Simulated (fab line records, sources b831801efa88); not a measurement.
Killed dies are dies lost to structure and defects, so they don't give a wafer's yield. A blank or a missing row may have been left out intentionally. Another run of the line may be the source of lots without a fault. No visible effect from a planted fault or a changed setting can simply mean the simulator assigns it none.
Struck lot and sound lot, side by side    flow sky130    44 out of 708 route steps
Sound: wafers L771.2, L771.3, L771.4. The struck wafers were L783.1, L783.2, L783.4. The cause is named last.
Each step with rows lists, per side, the tool, then ch with its chambers, then its first start. Under that, the readings that differ: sound wafers    struck wafers    difference of the means    sigmas: that difference in standard deviations of wafers without a fault.
alike: same words and numbers on both sides, and readings whose means sit less than 2 such deviations apart. not compared: any withheld reading, any reading some wafer has no value for, any bound like >300 that may hide the same value, and any number with overlapping values for which the record gives no deviation.
A row with sigmas, a row that says differs or no value, or rows on one side alone: a step with any of these is where the two part. Numbers that have no deviation but don't overlap get no sigmas and don't part them. A reading that every wafer of one side lacks parts them only if that side has two wafers or more.

first, 2 steps without rows for these wafers: SKY_DNWELL_DEVELOP_06 (develop time 60 s); SKY_DNWELL_IMPLANT_07.
SKY_DNWELL_STRIP_08: strips in O2/N2.
  sound on plasmaAsher-02 ch 0,1, day 5 04:53; struck on plasmaAsher-01 ch 0,1, day 7 22:43
  alike: drypumpMotorCurrentA, oesProductAu, stripTimeToEndpointS
  not compared: rfHoursCounterH
SKY_DNWELL_TW_MEAS_09:
  sound on filmMetro-04, day 5 05:00; struck on filmMetro-01, day 7 22:49
  alike: DNWELL_TW
then, 7 steps without rows for these wafers: SKY_PWDE_DEHYDRATE_00 (time 60 s); SKY_PWDE_HMDS_01 (prime time 60 s); SKY_PWDE_COAT_02 (resist thk 3000 nm); SKY_PWDE_SOFTBAKE_03; SKY_PWDE_EXPOSE_04 (exposes mask PWDEM, target cd 840 nm); SKY_PWDE_PEB_05; SKY_PWDE_DEVELOP_06 (develop time 60 s).
SKY_PWDE_OVL_MEAS_07:
  sound on overlay-02, day 5 22:43; struck on overlay-01, day 8 20:19
  alike: PWDE_OVL
SKY_PWDE_IMPLANT_08:
  sound on implanter-04 ch 0, day 5 22:46; struck on implanter-04 ch 0, day 8 20:21
reading           sound                          struck                         difference  sigmas
doseIonsCm2       3.598e+12 3.599e+12 3.593e+12  2.753e+12 2.758e+12 2.756e+12  -8.410e+11  -99 or more
faradayCurrentUA  20.8 19.7 21.1                 15.1 15.8 15.7                 -5.0        -13
SKY_PWDE_STRIP_09: strips in O2/N2.
  sound on plasmaAsher-04 ch 0,1, day 5 22:53; struck on plasmaAsher-03 ch 0,1, day 8 20:30
  alike: drypumpMotorCurrentA, oesProductAu, stripTimeToEndpointS
  not compared: rfHoursCounterH
SKY_PWDE_TW_MEAS_10:
  sound on filmMetro-02, day 5 23:00; struck on filmMetro-01, day 8 20:36
reading  sound              struck             difference  sigmas
PWDE_TW  382.4 380.7 382.3  343.4 344.7 342.8  -38.2       -14
then, 7 steps without rows for these wafers: SKY_NWELL_DEHYDRATE_03 (time 60 s); SKY_NWELL_HMDS_04 (prime time 60 s); SKY_NWELL_COAT_05 (resist thk 3000 nm); SKY_NWELL_SOFTBAKE_06; SKY_NWELL_EXPOSE_07 (exposes mask NWM, target cd 840 nm); SKY_NWELL_PEB_08; SKY_NWELL_DEVELOP_09 (develop time 60 s).
SKY_NWELL_OVL_MEAS_10:
  sound on overlay-01, day 6 17:16; struck on overlay-02, day 9 18:07
  alike: NWELL_00_OVL
then, 3 steps without rows for these wafers: SKY_NWELL_IMPLANT_11; SKY_NWELL_IMPLANT_12; SKY_NWELL_IMPLANT_13.
SKY_NWELL_STRIP_14: strips in O2/N2.
  sound on plasmaAsher-03 ch 0,1, day 6 17:44; struck on plasmaAsher-03 ch 0,1, day 9 18:35
  alike: drypumpMotorCurrentA, oesProductAu, stripTimeToEndpointS
  not compared: rfHoursCounterH
SKY_NWELL_TW_MEAS_15:
  sound on filmMetro-04, day 6 17:51; struck on filmMetro-04, day 9 18:41
  alike: NWELL_TW
then, 7 steps without rows for these wafers: SKY_NWELL_DEHYDRATE_16 (time 60 s); SKY_NWELL_HMDS_17 (prime time 60 s); SKY_NWELL_COAT_18 (resist thk 3000 nm); SKY_NWELL_SOFTBAKE_19; SKY_NWELL_EXPOSE_20 (exposes mask NWM COMPLEMENT, target cd 840 nm); SKY_NWELL_PEB_21; SKY_NWELL_DEVELOP_22 (develop time 60 s).
SKY_NWELL_OVL_MEAS_23:
  sound on overlay-01, day 7 13:07; struck on overlay-02, day 10 17:28
  alike: NWELL_01_OVL
after that, 1 step had no rows for these wafers: SKY_NWELL_IMPLANT_24.
SKY_NWELL_STRIP_25: strips in O2/N2.
  sound on plasmaAsher-02 ch 0,1, day 7 13:17; struck on plasmaAsher-04 ch 0,1, day 10 17:39
  alike: drypumpMotorCurrentA, oesProductAu, stripTimeToEndpointS
  not compared: rfHoursCounterH
SKY_NWELL_TW_MEAS_26:
  sound on filmMetro-04, day 7 13:24; struck on filmMetro-01, day 10 17:45
  alike: NWELL_2_TW
then, 1 step without rows for these wafers: SKY_NWELL_CLEAN_27 (cleans in SC1/SC2, time 150 s).
SKY_NWELL_RTA_28: time 30 s.
  sound on rtpAnneal-01 ch 0, day 7 13:31; struck on rtpAnneal-02 ch 0, day 10 17:52
reading           sound                 struck                difference  sigmas
wafer_temp_C_max  1052.5 1053.9 1053.9  1055.6 1055.0 1055.8  +2.0        +2
  alike: lampPowerPct
SKY_NWELL_RS_MEAS_29: the measuring method here is four-point-probe.
  sound on filmMetro-02, day 7 13:37; struck on filmMetro-04, day 10 17:58
reading            sound              struck             difference  sigmas
NWELL_RS (ohm/sq)  627.3 628.0 626.1  623.5 623.2 624.2  -3.5        -2
SKY_NWELL_RS_MEAS_31: the measuring method here is four-point-probe.
  sound on filmMetro-02, day 7 13:52; struck on filmMetro-04, day 10 18:12
reading           sound           struck          difference  sigmas
PWDE_RS (ohm/sq)  5280 5287 5296  6552 6552 6563  +1268       +70
-- the record jumps here: 40 days lie between the struck wafers' starts before and after (it left off in module NWELL and takes up again in module PAD_OPEN, whose first step shown is number 708 of the route) --
SKY_PAD_OPEN_PROBE_99:
  sound on prober-01, day 48 04:29; struck on prober-02, day 50 15:34
reading                                sound                         struck                         difference  sigmas
model.etest.res_p_drift_20v.lineOhmUm  1.222e+04 1.238e+04 1.26e+04  1.383e+04 1.423e+04 1.406e+04  +1.640e+03  
model.etest.res_p_drift_20v.rsOhmSq    1.021e+04 1.028e+04 1.06e+04  1.164e+04 1.171e+04 1.169e+04  +1.317e+03  
model.etest.resPwdeUnderGate.rsOhmSq   6216 6207 6181                8007 8102 8022                 +1842       
  alike: killed_at_M0_to_M3, killed_at_M4_up, killedAtContacts, killedAtFrontEnd, killedAtOther, killedDies, killedOpen, killedShort

## WHERE THEY PART
First at SKY_PWDE_IMPLANT_08; last, within this record, at SKY_NWELL_RS_MEAS_31. Later steps at which nothing parts them and some readings are alike: SKY_PAD_OPEN_PROBE_99.

WHY: what the simulator had put in
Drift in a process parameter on implanter-04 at SKY_PWDE_IMPLANT_08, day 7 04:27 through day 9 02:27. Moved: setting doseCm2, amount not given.
